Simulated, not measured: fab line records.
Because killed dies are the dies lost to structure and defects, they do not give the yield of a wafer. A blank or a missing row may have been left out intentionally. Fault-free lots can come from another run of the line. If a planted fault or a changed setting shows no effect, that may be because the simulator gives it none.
fab line records | flow gf180mcu | part 1 of 2: steps 1 to 24 of 34
record: lots: 5 | wafers: 15 | lastDay: 33
route steps=602 shown POLY_GATE@162 HV_LDD@176
lots with no fault: from the same line, run without faults
startH: hours from the record's first day to the start of the lot's first wafer shown | waitH: hours from the lot's prior step to this one | " repeats the value in the row above | L1.1+2: a row that stands for several wafers | - no value, or no start given | * or withheld: withheld | < > ~ a bound
route shown NAME@n: a module of which the file shows steps, and the number in the route of the first | usual: mean/standard deviation of fault-free wafers | same: alike in all rows | chamber/n: place in a boat | sites: readings site by site | _std_site: the standard deviation of these | _edge_site: inner sites' mean taken away from outer sites' mean | radiusMm: for every site, how far away it sits from the centre of the wafer | mask NAME#n: copy n | behind: the most recent tool/chamber to have shaped the wafer | hold: reason for holding the lot/hours on hold/outcome of the hold | device: which transistor (n, p or np) failed to switch | end of line: tests run on the same wafers once the route is complete | where a step has no rows: the recipe by itself | killed: the dies lost at the first sort to structure and to defects; this is not the yield of the wafer | map: dies across one wafer; x = killed, . = not, _ = none there
set.NAME: setting as actually run; set.NAME@STEP: the setting as run at that earlier step | model.NAME: the simulator's own value behind a step, which no gauge read
certain route steps with their lots: each step a table, each wafer a row
services: from which hour (startH, from the record's first day; less than 0 if before it) a tool's chamber was out of use, for how many hours, and why
== steps ==
step: GF_POLY_GATE_COAT_05
recipe: resist: KrF | spinRpm: withheld | resistThkNm: 700
usual: dispensePressureKPa: 49.1/0.89 | exhaustPa: 45.1/0.85
lot.wafer | tool          | chamber | startH | waitH | dispensePressureKPa | exhaustPa
L084.2    | lithoTrack-01 | 0       | -      | -     | 49.9                | 44.1
L084.3    | "             | 0       | "      | "     | 49.8                | 45.3
L084.6    | "             | 0       | "      | "     | 49.9                | 43.9
L086.3    | lithoTrack-01 | 0       | -      | -     | 49.8                | 44.9
L086.5    | "             | 0       | "      | "     | 49.8                | 44.8
L086.6    | "             | 0       | "      | "     | 49.8                | 45.3
L090.2    | lithoTrack-02 | 0       | -      | -     | 47.7                | 44.9
L090.3    | "             | 0       | "      | "     | 47.7                | 46.1
L090.4    | "             | 0       | "      | "     | 47.7                | 43.8
L091.2    | lithoTrack-04 | 0       | -      | -     | 48.9                | 45.3
L091.4    | "             | 0       | "      | "     | 49.0                | 46.5
L091.6    | "             | 0       | "      | "     | 49.0                | 45.9
L093.1    | lithoTrack-04 | 0       | -      | -     | 48.9                | 44.5
L093.2    | "             | 0       | "      | "     | 48.9                | 44.7
L093.3    | "             | 0       | "      | "     | 48.9                | 45.2
step: GF_POLY_GATE_SOFTBAKE_06
recipe: tempC: 130 | timeS: 60 | resist: KrF
usual: exhaustPa: 44.9/0.87
lot.wafer | tool          | chamber | startH | waitH | exhaustPa
L084.2    | lithoTrack-01 | 0       | -      | -     | 44.0
L084.3    | "             | 0       | "      | "     | 44.0
L084.6    | "             | 0       | "      | "     | 44.9
L086.3    | lithoTrack-01 | 0       | -      | -     | 46.2
L086.5    | "             | 0       | "      | "     | 46.6
L086.6    | "             | 0       | "      | "     | 45.5
L090.2    | lithoTrack-02 | 0       | -      | -     | 45.2
L090.3    | "             | 0       | "      | "     | 45.7
L090.4    | "             | 0       | "      | "     | 44.1
L091.2    | lithoTrack-04 | 0       | -      | -     | 45.4
L091.4    | "             | 0       | "      | "     | 45.6
L091.6    | "             | 0       | "      | "     | 44.3
L093.1    | lithoTrack-04 | 0       | -      | -     | 43.4
L093.2    | "             | 0       | "      | "     | 45.0
L093.3    | "             | 0       | "      | "     | 45.6
step: GF_POLY_GATE_EXPOSE_07
recipe: maskId: Poly2 | targetCdNm: 280 | na: 0.68 | sourceShape: conventional | sigmaOuter: 0.6 | doseMj: 28
usual: exposureDoseMJCm2: 27.979/0.027
lot.wafer | tool          | chamber | startH | waitH | mask    | exposureDoseMJCm2
L084.2    | krfScanner-01 | 0       | -      | -     | Poly2#0 | 27.965
L084.3    | "             | 0       | "      | "     | Poly2#0 | 28.019
L084.6    | "             | 0       | "      | "     | Poly2#0 | 27.956
L086.3    | krfScanner-02 | 0       | -      | -     | Poly2#0 | 27.996
L086.5    | "             | 0       | "      | "     | Poly2#0 | 27.954
L086.6    | "             | 0       | "      | "     | Poly2#0 | 28.005
L090.2    | krfScanner-02 | 0       | -      | -     | Poly2#0 | 27.989
L090.3    | "             | 0       | "      | "     | Poly2#0 | 27.988
L090.4    | "             | 0       | "      | "     | Poly2#0 | 28.000
L091.2    | krfScanner-01 | 0       | -      | -     | Poly2#0 | 27.984
L091.4    | "             | 0       | "      | "     | Poly2#0 | 27.962
L091.6    | "             | 0       | "      | "     | Poly2#0 | 27.983
L093.1    | krfScanner-01 | 0       | -      | -     | Poly2#0 | 27.978
L093.2    | "             | 0       | "      | "     | Poly2#0 | 27.941
L093.3    | "             | 0       | "      | "     | Poly2#0 | 27.969
step: GF_POLY_GATE_PEB_08
recipe: pebTempC: 135 | pebTimeS: 90 | resist: KrF
usual: exhaustPa: 44.7/0.95
same: pebTimeS: 90
lot.wafer | tool          | chamber | startH | waitH | exhaustPa
L084.2    | lithoTrack-04 | 0       | -      | -     | 45.3
L084.3    | "             | 0       | "      | "     | 46.4
L084.6    | "             | 0       | "      | "     | 46.8
L086.3    | lithoTrack-01 | 0       | -      | -     | 44.6
L086.5    | "             | 0       | "      | "     | 45.0
L086.6    | "             | 0       | "      | "     | 46.0
L090.2    | lithoTrack-01 | 0       | -      | -     | 45.3
L090.3    | "             | 0       | "      | "     | 45.7
L090.4    | "             | 0       | "      | "     | 44.8
L091.2    | lithoTrack-04 | 0       | -      | -     | 43.9
L091.4    | "             | 0       | "      | "     | 43.5
L091.6    | "             | 0       | "      | "     | 44.7
L093.1    | lithoTrack-01 | 0       | -      | -     | 45.7
L093.2    | "             | 0       | "      | "     | 45.6
L093.3    | "             | 0       | "      | "     | 45.9
step: GF_POLY_GATE_DEVELOP_09
recipe: developTimeS: 60 | resist: KrF | devTempC: 21
usual: exhaustPa: 45.2/0.86
lot.wafer | tool          | chamber | startH | waitH | exhaustPa
L084.2    | lithoTrack-04 | 0       | 270.54 | 0.2   | 44.4
L084.3    | "             | 0       | "      | "     | 45.6
L084.6    | "             | 0       | "      | "     | 43.7
L086.3    | lithoTrack-01 | 0       | 281.43 | 0.1   | 45.8
L086.5    | "             | 0       | "      | "     | 45.1
L086.6    | "             | 0       | "      | "     | 45.0
L090.2    | lithoTrack-01 | 0       | 312.25 | 0.2   | 45.4
L090.3    | "             | 0       | "      | "     | 46.1
L090.4    | "             | 0       | "      | "     | 44.8
L091.2    | lithoTrack-04 | 0       | 320.23 | 0.2   | 43.5
L091.4    | "             | 0       | "      | "     | 44.5
L091.6    | "             | 0       | "      | "     | 46.1
L093.1    | lithoTrack-01 | 0       | 332.33 | 0.2   | 44.5
L093.2    | "             | 0       | "      | "     | 44.6
L093.3    | "             | 0       | "      | "     | 44.8
step: GF_POLY_GATE_CD_MEAS_10
recipe: targetCdNm: 280
usual: cdNm: 280.2/1
lot.wafer | tool     | chamber | startH | waitH | cdNm
L084.2    | cdSem-02 | -       | 270.68 | 0.1   | 279.8
L084.3    | "        | -       | "      | "     | 279.0
L084.6    | "        | -       | "      | "     | 279.0
L086.3    | cdSem-02 | -       | 281.57 | 0.1   | 281.4
L086.5    | "        | -       | "      | "     | 282.3
L086.6    | "        | -       | "      | "     | 281.5
L090.2    | cdSem-01 | -       | 312.40 | 0.1   | 280.2
L090.3    | "        | -       | "      | "     | 281.3
L090.4    | "        | -       | "      | "     | 279.5
L091.2    | cdSem-01 | -       | 320.38 | 0.1   | 278.7
L091.4    | "        | -       | "      | "     | 279.7
L091.6    | "        | -       | "      | "     | 279.7
L093.1    | cdSem-01 | -       | 332.48 | 0.1   | 280.7
L093.2    | "        | -       | "      | "     | 282.5
L093.3    | "        | -       | "      | "     | 282.0
step: GF_POLY_GATE_OVL_MEAS_11
usual: POLY_GATE_OVL: 1/5.1
lot.wafer | tool       | chamber | startH | waitH | POLY_GATE_OVL[nm]
L084.2    | overlay-01 | -       | 270.79 | 0.1   | 5
L084.3    | "          | -       | "      | "     | 3
L084.6    | "          | -       | "      | "     | -1
L086.3    | overlay-02 | -       | 281.66 | 0.1   | 3
L086.5    | "          | -       | "      | "     | 7
L086.6    | "          | -       | "      | "     | 1
L090.2    | overlay-02 | -       | 312.50 | 0.1   | -7
L090.3    | "          | -       | "      | "     | 2
L090.4    | "          | -       | "      | "     | -11
L091.2    | overlay-02 | -       | 320.49 | 0.1   | 1
L091.4    | "          | -       | "      | "     | -2
L091.6    | "          | -       | "      | "     | 8
L093.1    | overlay-02 | -       | 332.60 | 0.1   | 12
L093.2    | "          | -       | "      | "     | 2
L093.3    | "          | -       | "      | "     | 8
step: GF_POLY_GATE_ETCH_12
recipe: chemistry: N2/H2 | targetDepthA: withheld | overetchA: withheld | timeS: withheld | target: BARC | ionEnergyEv: 200 | sourceW: 500 | biasW: 100 | pressureMtorr: 30 | n2FlowSccm: 100 | h2FlowSccm: 200
usual: drypumpMotorCurrentA: 5.8/0.36 | oesProductAu: 0.736/0.0048 | throttleValvePct: 13.214/0.0084
lot.wafer | tool       | chamber | startH | waitH | drypumpMotorCurrentA | oesProductAu | throttleValvePct
L084.2    | rieDiel-01 | 1       | 270.82 | 0.0   | 5.7                  | 0.734        | 13.218
L084.3    | "          | 0       | "      | "     | 5.3                  | 0.735        | 13.220
L084.6    | "          | 3       | "      | "     | 5.7                  | 0.738        | 13.228
L086.3    | rieDiel-01 | 1       | 281.68 | 0.0   | 5.7                  | 0.733        | 13.215
L086.5    | "          | 0       | "      | "     | 5.3                  | 0.728        | 13.211
L086.6    | "          | 1       | "      | "     | 5.7                  | 0.728        | 13.235
L090.2    | rieDiel-03 | 3       | 312.53 | 0.0   | 5.3                  | 0.734        | 13.221
L090.3    | "          | 0       | "      | "     | 5.7                  | 0.734        | 13.207
L090.4    | "          | 2       | "      | "     | 6.2                  | 0.735        | 13.212
L091.2    | rieDiel-02 | 1       | 320.52 | 0.0   | 6.3                  | 0.728        | 13.220
L091.4    | "          | 3       | "      | "     | 5.9                  | 0.737        | 13.219
L091.6    | "          | 0       | "      | "     | 5.2                  | 0.736        | 13.220
L093.1    | rieDiel-02 | 3       | 332.63 | 0.0   | 5.9                  | 0.740        | 13.222
L093.2    | "          | 0       | "      | "     | 5.2                  | 0.731        | 13.211
L093.3    | "          | 1       | "      | "     | 6.3                  | 0.738        | 13.224
step: GF_POLY_GATE_ETCH_13
recipe: target: poly-Si | targetDepthNm: 198.5 | stopOn: SiO2 | overEtchFrac: 0.403 | chemistry: HBr/Cl2 | icpW: 400 | biasW: 100 | pressureMtorr: 10 | HBr_flow_sccm: 150 | Cl2_flow_sccm: 50 | timeS: 69.6
usual: drypumpMotorCurrentA: 5.9/0.39 | oesProductAu: 0.989/0.0066 | throttleValvePct: 33.686/0.0088
lot.wafer | tool     | chamber | startH | waitH | drypumpMotorCurrentA | oesProductAu | rfHoursCounterH | throttleValvePct
L084.2    | rieSi-01 | 1       | 270.87 | -     | 5.8                  | 0.995        | 5               | 33.683
L084.3    | "        | 2       | "      | "     | 6.3                  | 0.987        | 79              | 33.685
L084.6    | "        | 2       | "      | "     | 6.3                  | 0.990        | -               | 33.677
L086.3    | rieSi-01 | 0       | 281.73 | -     | 6.5                  | 1.000        | 27              | 33.707
L086.5    | "        | 1       | "      | "     | 5.8                  | 0.993        | -               | 33.682
L086.6    | "        | 2       | "      | "     | 6.3                  | 1.000        | -               | 33.706
L090.2    | rieSi-02 | 1       | 312.58 | -     | 5.4                  | 0.987        | 1               | 33.700
L090.3    | "        | 0       | "      | "     | 5.5                  | 0.993        | 2               | 33.687
L090.4    | "        | 2       | "      | "     | 5.8                  | 0.991        | 68              | 33.683
L091.2    | rieSi-01 | 3       | 320.57 | -     | 6.1                  | 0.996        | 2               | 33.673
L091.4    | "        | 0       | "      | "     | 6.5                  | 0.995        | 27              | 33.661
L091.6    | "        | 0       | "      | "     | 6.5                  | 1.004        | -               | 33.702
L093.1    | rieSi-01 | 2       | 332.68 | -     | 6.3                  | 0.996        | 80              | 33.698
L093.2    | "        | 1       | "      | "     | 5.8                  | 0.984        | 5               | 33.695
L093.3    | "        | 0       | "      | "     | 6.5                  | 0.995        | 28              | 33.691
step: GF_POLY_GATE_STRIP_14
recipe: chemistry: O2/N2 | powerW: 1400 | pressureMtorr: 1500 | platenTempC: 250 | o2FlowSccm: 3000 | n2FlowSccm: 300 | overashFraction: 0.5
usual: drypumpMotorCurrentA: 5.7/0.46 | heaterPowerW: 328/17 | oesProductAu: 0.505/0.0048
lot.wafer | tool           | chamber | startH | waitH | drypumpMotorCurrentA | heaterPowerW | oesProductAu | rfHoursCounterH
L084.2    | plasmaAsher-03 | 0       | 270.92 | 0.0   | 5.4                  | 332          | 0.501        | 60
L084.3    | "              | 0       | "      | "     | 5.5                  | 323          | 0.503        | -
L084.6    | "              | 0       | "      | "     | 5.4                  | 320          | 0.508        | -
L086.3    | plasmaAsher-04 | 0       | 281.82 | 0.1   | 6.1                  | 307          | 0.505        | -
L086.5    | "              | 1       | "      | "     | 6.1                  | 324          | 0.508        | -
L086.6    | "              | 0       | "      | "     | 6.1                  | 305          | 0.506        | -
L090.2    | plasmaAsher-01 | 0       | 312.64 | 0.0   | 6.2                  | 373          | 0.504        | 22
L090.3    | "              | 0       | "      | "     | 6.2                  | 375          | 0.506        | -
L090.4    | "              | 1       | "      | "     | 5.5                  | 327          | 0.502        | -
L091.2    | plasmaAsher-03 | 0       | 320.62 | 0.0   | 5.4                  | 326          | 0.508        | 65
L091.4    | "              | 0       | "      | "     | 5.4                  | 323          | 0.509        | -
L091.6    | "              | 1       | "      | "     | 4.9                  | 320          | 0.503        | -
L093.1    | plasmaAsher-03 | 1       | 332.74 | 0.0   | 4.9                  | 319          | 0.511        | 67
L093.2    | "              | 0       | "      | "     | 5.5                  | 326          | 0.504        | 67
L093.3    | "              | 1       | "      | "     | 4.9                  | 321          | 0.506        | -
step: GF_POLY_GATE_CLEAN_15
recipe: chemistry: SC1/SC2 | mix: 1:4:20 | tempC: 70 | timeS: 150 | dry: n2Spin
lot.wafer  | tool        | chamber | startH | waitH
L084.2+3+6 | wetBench-02 | 2       | 271.02 | 0.1
L086.3+5+6 | wetBench-02 | 2       | 281.89 | 0.0
L090.2+3+4 | wetBench-04 | 2       | 312.74 | 0.1
L091.2+4+6 | wetBench-04 | 2       | 320.72 | 0.1
L093.1+2+3 | wetBench-04 | 1       | 332.84 | 0.1
step: GF_POLY_GATE_OXIDATION_16
recipe: tempC: 850 | ambient: O2 | stabiliseS: 600 | purgeS: 300 | targetThkA: 40 | oxTimeS: 899
usual: zonePowerCentrePct: 19.8/0.54
lot.wafer | tool       | chamber | startH | waitH | zonePowerCentrePct
L084.2    | furnace-02 | 0       | 271.51 | 0.4   | 20.2
L084.3    | "          | 0       | "      | "     | 20.3
L084.6    | "          | 0       | "      | "     | 20.2
L086.3    | furnace-02 | 0       | 281.94 | 0.0   | 19.9
L086.5    | "          | 0       | "      | "     | 20.0
L086.6    | "          | 0       | "      | "     | 20.6
L090.2    | furnace-01 | 0       | 313.40 | 0.6   | 19.4
L090.3    | "          | 0       | "      | "     | 19.0
L090.4    | "          | 0       | "      | "     | 19.3
L091.2    | furnace-02 | 0       | 324.56 | 3.8   | 20.2
L091.4    | "          | 0       | "      | "     | 20.4
L091.6    | "          | 0       | "      | "     | 20.7
L093.1    | furnace-02 | 0       | 336.17 | 3.3   | 20.2
L093.2    | "          | 0       | "      | "     | 20.4
L093.3    | "          | 0       | "      | "     | 20.6
step: GF_POLY_GATE_THK_MEAS_17
recipe: reads: SiO2_of_POLY_GATE_OXIDATION_16
usual: POLY_GATE_OXIDATION_THK: 3.96/0.079
lot.wafer | tool         | chamber | startH | waitH | POLY_GATE_OXIDATION_THK[nm]
L084.2    | filmMetro-02 | -       | 272.77 | 0.0   | 3.89
L084.3    | "            | -       | "      | "     | 3.88
L084.6    | "            | -       | "      | "     | 4.04
L086.3    | filmMetro-03 | -       | 283.21 | 0.0   | 3.96
L086.5    | "            | -       | "      | "     | 3.96
L086.6    | "            | -       | "      | "     | 3.92
L090.2    | filmMetro-02 | -       | 314.66 | 0.0   | 3.93
L090.3    | "            | -       | "      | "     | 3.98
L090.4    | "            | -       | "      | "     | 3.98
L091.2    | filmMetro-02 | -       | 325.81 | 0.0   | 3.96
L091.4    | "            | -       | "      | "     | 3.89
L091.6    | "            | -       | "      | "     | 3.92
L093.1    | filmMetro-02 | -       | 337.42 | 0.0   | 4.02
L093.2    | "            | -       | "      | "     | 3.96
L093.3    | "            | -       | "      | "     | 4.03
step: GF_POLY_GATE_CD_MEAS_18
usual: cdNm: 280.4/1.6
lot.wafer | tool     | chamber | startH | waitH | cdNm
L084.2    | cdSem-02 | -       | 272.85 | 0.1   | 281.3
L084.3    | "        | -       | "      | "     | 280.4
L084.6    | "        | -       | "      | "     | 279.0
L086.3    | cdSem-02 | -       | 283.31 | 0.1   | 281.2
L086.5    | "        | -       | "      | "     | 282.0
L086.6    | "        | -       | "      | "     | 282.4
L090.2    | cdSem-01 | -       | 314.74 | 0.1   | 280.0
L090.3    | "        | -       | "      | "     | 282.6
L090.4    | "        | -       | "      | "     | 277.8
L091.2    | cdSem-01 | -       | 325.89 | 0.1   | 278.1
L091.4    | "        | -       | "      | "     | 279.0
L091.6    | "        | -       | "      | "     | 279.6
L093.1    | cdSem-02 | -       | 337.48 | 0.1   | 281.3
L093.2    | "        | -       | "      | "     | 283.6
L093.3    | "        | -       | "      | "     | 280.6
step: GF_HV_LDD_DEHYDRATE_00
recipe: tempC: 200 | timeS: 60
usual: exhaustPa: 45.0/0.92
lot.wafer | tool          | chamber | startH | waitH | exhaustPa
L084.2    | lithoTrack-03 | 0       | 282.48 | 9.6   | 43.2
L084.3    | "             | 0       | "      | "     | 45.1
L084.6    | "             | 0       | "      | "     | 43.2
L086.3    | lithoTrack-02 | 0       | 292.76 | 9.4   | 45.4
L086.5    | "             | 0       | "      | "     | 46.0
L086.6    | "             | 0       | "      | "     | 45.1
L090.2    | lithoTrack-04 | 0       | 324.88 | 10.1  | 44.8
L090.3    | "             | 0       | "      | "     | 44.4
L090.4    | "             | 0       | "      | "     | 45.9
L091.2    | lithoTrack-04 | 0       | 335.78 | 9.9   | 46.0
L091.4    | "             | 0       | "      | "     | 47.1
L091.6    | "             | 0       | "      | "     | 46.0
L093.1    | lithoTrack-04 | 0       | 347.11 | 9.6   | 43.6
L093.2    | "             | 0       | "      | "     | 44.3
L093.3    | "             | 0       | "      | "     | 44.0
step: GF_HV_LDD_HMDS_01
recipe: primeTimeS: 60 | primeTempC: 120
usual: exhaustPa: 45.1/0.85
lot.wafer | tool          | chamber | startH | waitH | exhaustPa
L084.2    | lithoTrack-03 | 0       | 282.63 | 0.1   | 46.8
L084.3    | "             | 0       | "      | "     | 46.6
L084.6    | "             | 0       | "      | "     | 46.0
L086.3    | lithoTrack-02 | 0       | 292.91 | 0.1   | 44.1
L086.5    | "             | 0       | "      | "     | 45.8
L086.6    | "             | 0       | "      | "     | 45.3
L090.2    | lithoTrack-04 | 0       | 325.03 | 0.1   | 45.3
L090.3    | "             | 0       | "      | "     | 45.1
L090.4    | "             | 0       | "      | "     | 45.8
L091.2    | lithoTrack-04 | 0       | 335.93 | 0.1   | 45.2
L091.4    | "             | 0       | "      | "     | 45.5
L091.6    | "             | 0       | "      | "     | 45.5
L093.1    | lithoTrack-04 | 0       | 347.26 | 0.1   | 43.9
L093.2    | "             | 0       | "      | "     | 44.2
L093.3    | "             | 0       | "      | "     | 43.8
step: GF_HV_LDD_COAT_02
recipe: resist: NOVOLAK | spinRpm: 3000 | resistThkNm: 1000
usual: dispensePressureKPa: 49.1/1.3 | exhaustPa: 44.8/0.89
lot.wafer | tool          | chamber | startH | waitH | dispensePressureKPa | exhaustPa
L084.2    | lithoTrack-03 | 0       | 282.78 | 0.1   | 51.4                | 44.3
L084.3    | "             | 0       | "      | "     | 51.4                | 45.8
L084.6    | "             | 0       | "      | "     | 51.4                | 44.3
L086.3    | lithoTrack-02 | 0       | 293.06 | 0.1   | 47.6                | 44.7
L086.5    | "             | 0       | "      | "     | 47.7                | 45.1
L086.6    | "             | 0       | "      | "     | 47.6                | 43.4
L090.2    | lithoTrack-04 | 0       | 325.18 | 0.1   | 49.0                | 46.8
L090.3    | "             | 0       | "      | "     | 49.0                | 46.2
L090.4    | "             | 0       | "      | "     | 49.0                | 45.0
L091.2    | lithoTrack-04 | 0       | 336.08 | 0.1   | 49.0                | 45.3
L091.4    | "             | 0       | "      | "     | 49.0                | 45.0
L091.6    | "             | 0       | "      | "     | 49.0                | 46.0
L093.1    | lithoTrack-04 | 0       | 347.41 | 0.1   | 49.0                | 45.1
L093.2    | "             | 0       | "      | "     | 49.0                | 44.6
L093.3    | "             | 0       | "      | "     | 49.0                | 44.1
step: GF_HV_LDD_SOFTBAKE_03
recipe: tempC: 90 | timeS: 60 | resist: NOVOLAK
usual: exhaustPa: 44.8/0.87
lot.wafer | tool          | chamber | startH | waitH | exhaustPa
L084.2    | lithoTrack-03 | 0       | 282.93 | 0.1   | 44.6
L084.3    | "             | 0       | "      | "     | 44.9
L084.6    | "             | 0       | "      | "     | 45.6
L086.3    | lithoTrack-02 | 0       | 293.21 | 0.1   | 45.1
L086.5    | "             | 0       | "      | "     | 44.7
L086.6    | "             | 0       | "      | "     | 46.0
L090.2    | lithoTrack-04 | 0       | 325.33 | 0.1   | 45.2
L090.3    | "             | 0       | "      | "     | 46.0
L090.4    | "             | 0       | "      | "     | 45.2
L091.2    | lithoTrack-04 | 0       | 336.23 | 0.1   | 45.0
L091.4    | "             | 0       | "      | "     | 44.6
L091.6    | "             | 0       | "      | "     | 45.0
L093.1    | lithoTrack-04 | 0       | 347.56 | 0.1   | 42.7
L093.2    | "             | 0       | "      | "     | 43.9
L093.3    | "             | 0       | "      | "     | 43.6
step: GF_HV_LDD_EXPOSE_04
recipe: maskId: Nplus_LV_AREA | targetCdNm: 400 | na: 0.6 | sourceShape: conventional | sigmaOuter: 0.6 | doseMj: 140
usual: exposureDoseMJCm2: 139.92/0.14
lot.wafer | tool            | chamber | startH | waitH | mask            | exposureDoseMJCm2
L084.2    | ilineStepper-01 | 0       | -      | -     | Nplus_LV_AREA#0 | 139.99
L084.3    | "               | 0       | "      | "     | Nplus_LV_AREA#0 | 139.93
L084.6    | "               | 0       | "      | "     | Nplus_LV_AREA#0 | 140.06
L086.3    | ilineStepper-01 | 0       | -      | -     | Nplus_LV_AREA#0 | 139.93
L086.5    | "               | 0       | "      | "     | Nplus_LV_AREA#0 | 139.86
L086.6    | "               | 0       | "      | "     | Nplus_LV_AREA#0 | 139.79
L090.2    | ilineStepper-01 | 0       | -      | -     | Nplus_LV_AREA#0 | 139.91
L090.3    | "               | 0       | "      | "     | Nplus_LV_AREA#0 | 139.71
L090.4    | "               | 0       | "      | "     | Nplus_LV_AREA#0 | 139.73
L091.2    | ilineStepper-02 | 0       | -      | -     | Nplus_LV_AREA#0 | 139.85
L091.4    | "               | 0       | "      | "     | Nplus_LV_AREA#0 | 139.95
L091.6    | "               | 0       | "      | "     | Nplus_LV_AREA#0 | 139.80
L093.1    | ilineStepper-02 | 0       | -      | -     | Nplus_LV_AREA#0 | 139.77
L093.2    | "               | 0       | "      | "     | Nplus_LV_AREA#0 | 139.98
L093.3    | "               | 0       | "      | "     | Nplus_LV_AREA#0 | 139.78
step: GF_HV_LDD_PEB_05
recipe: tempC: withheld | timeS: * | resist: NOVOLAK
usual: exhaustPa: 45.1/0.87
lot.wafer | tool          | chamber | startH | waitH | exhaustPa
L084.2    | lithoTrack-03 | 0       | -      | -     | 45.6
L084.3    | "             | 0       | "      | "     | 44.8
L084.6    | "             | 0       | "      | "     | 44.6
L086.3    | lithoTrack-04 | 0       | -      | -     | 45.6
L086.5    | "             | 0       | "      | "     | 45.2
L086.6    | "             | 0       | "      | "     | 45.0
L090.2    | lithoTrack-04 | 0       | -      | -     | 44.5
L090.3    | "             | 0       | "      | "     | 45.5
L090.4    | "             | 0       | "      | "     | 44.2
L091.2    | lithoTrack-04 | 0       | -      | -     | 44.8
L091.4    | "             | 0       | "      | "     | 44.5
L091.6    | "             | 0       | "      | "     | 44.6
L093.1    | lithoTrack-03 | 0       | -      | -     | 44.4
L093.2    | "             | 0       | "      | "     | 44.9
L093.3    | "             | 0       | "      | "     | 44.8
step: GF_HV_LDD_DEVELOP_06
recipe: developTimeS: 60 | devTempC: 23
usual: exhaustPa: 45.0/0.94
lot.wafer | tool          | chamber | startH | waitH | exhaustPa
L084.2    | lithoTrack-03 | 0       | 292.53 | 0.1   | 44.7
L084.3    | "             | 0       | "      | "     | 46.5
L084.6    | "             | 0       | "      | "     | 44.8
L086.3    | lithoTrack-04 | 0       | 302.96 | 0.1   | 44.5
L086.5    | "             | 0       | "      | "     | 44.8
L086.6    | "             | 0       | "      | "     | 44.8
L090.2    | lithoTrack-04 | 0       | 335.03 | 0.1   | 44.9
L090.3    | "             | 0       | "      | "     | 45.0
L090.4    | "             | 0       | "      | "     | 44.9
L091.2    | lithoTrack-04 | 0       | 345.73 | 0.1   | 44.5
L091.4    | "             | 0       | "      | "     | 46.0
L091.6    | "             | 0       | "      | "     | 44.7
L093.1    | lithoTrack-03 | 0       | 358.76 | 0.1   | 45.0
L093.2    | "             | 0       | "      | "     | 46.0
L093.3    | "             | 0       | "      | "     | 45.6
step: GF_HV_LDD_CD_MEAS_07
recipe: targetCdNm: 400
usual: cdNm: 400.1/2.4
lot.wafer | tool     | chamber | startH | waitH | cdNm
L084.2    | cdSem-01 | -       | 292.68 | 0.1   | 400.6
L084.3    | "        | -       | "      | "     | 400.5
L084.6    | "        | -       | "      | "     | 399.8
L086.3    | cdSem-02 | -       | 303.10 | 0.1   | 399.0
L086.5    | "        | -       | "      | "     | 398.9
L086.6    | "        | -       | "      | "     | 402.2
L090.2    | cdSem-01 | -       | 335.18 | 0.1   | 397.4
L090.3    | "        | -       | "      | "     | 399.8
L090.4    | "        | -       | "      | "     | 400.6
L091.2    | cdSem-01 | -       | 345.88 | 0.1   | 403.8
L091.4    | "        | -       | "      | "     | 405.0
L091.6    | "        | -       | "      | "     | 401.9
L093.1    | cdSem-02 | -       | 358.91 | 0.1   | 400.1
L093.2    | "        | -       | "      | "     | 399.9
L093.3    | "        | -       | "      | "     | 398.2
step: GF_HV_LDD_OVL_MEAS_08
usual: HV_LDD_OVL: -0.1/1.4
lot.wafer | tool       | chamber | startH | waitH | HV_LDD_OVL[nm]
L084.2    | overlay-01 | -       | 292.79 | 0.1   | 0.2
L084.3    | "          | -       | "      | "     | 1.2
L084.6    | "          | -       | "      | "     | -0.3
L086.3    | overlay-01 | -       | 303.19 | 0.1   | 0.1
L086.5    | "          | -       | "      | "     | -0.7
L086.6    | "          | -       | "      | "     | -0.2
L090.2    | overlay-02 | -       | 335.29 | 0.1   | 0.5
L090.3    | "          | -       | "      | "     | 0.8
L090.4    | "          | -       | "      | "     | -1.2
L091.2    | overlay-01 | -       | 345.99 | 0.1   | -1.4
L091.4    | "          | -       | "      | "     | -0.1
L091.6    | "          | -       | "      | "     | -0.6
L093.1    | overlay-02 | -       | 359.03 | 0.1   | -0.5
L093.2    | "          | -       | "      | "     | -3.6
L093.3    | "          | -       | "      | "     | -1.1
step: GF_HV_LDD_IMPLANT_09
recipe: species: As | energyKev: 40 | doseCm2: 1e+14 | tiltDeg: 7
usual: beamEnergyKeV: 40.004/0.011
lot.wafer | tool         | chamber | startH | waitH | beamEnergyKeV
L084.2    | implanter-03 | 0       | 292.84 | 0.0   | 40.004
L084.3    | "            | 0       | "      | "     | 39.992
L084.6    | "            | 0       | "      | "     | 40.009
L086.3    | implanter-02 | 0       | 303.27 | 0.1   | 40.007
L086.5    | "            | 0       | "      | "     | 39.993
L086.6    | "            | 0       | "      | "     | 39.984
L090.2    | implanter-03 | 0       | 335.34 | 0.0   | 40.007
L090.3    | "            | 0       | "      | "     | 39.992
L090.4    | "            | 0       | "      | "     | 39.987
L091.2    | implanter-03 | 0       | 346.04 | 0.0   | 40.023
L091.4    | "            | 0       | "      | "     | 40.010
L091.6    | "            | 0       | "      | "     | 40.018
L093.1    | implanter-03 | 0       | 359.06 | 0.0   | 40.003
L093.2    | "            | 0       | "      | "     | 39.995
L093.3    | "            | 0       | "      | "     | 39.997
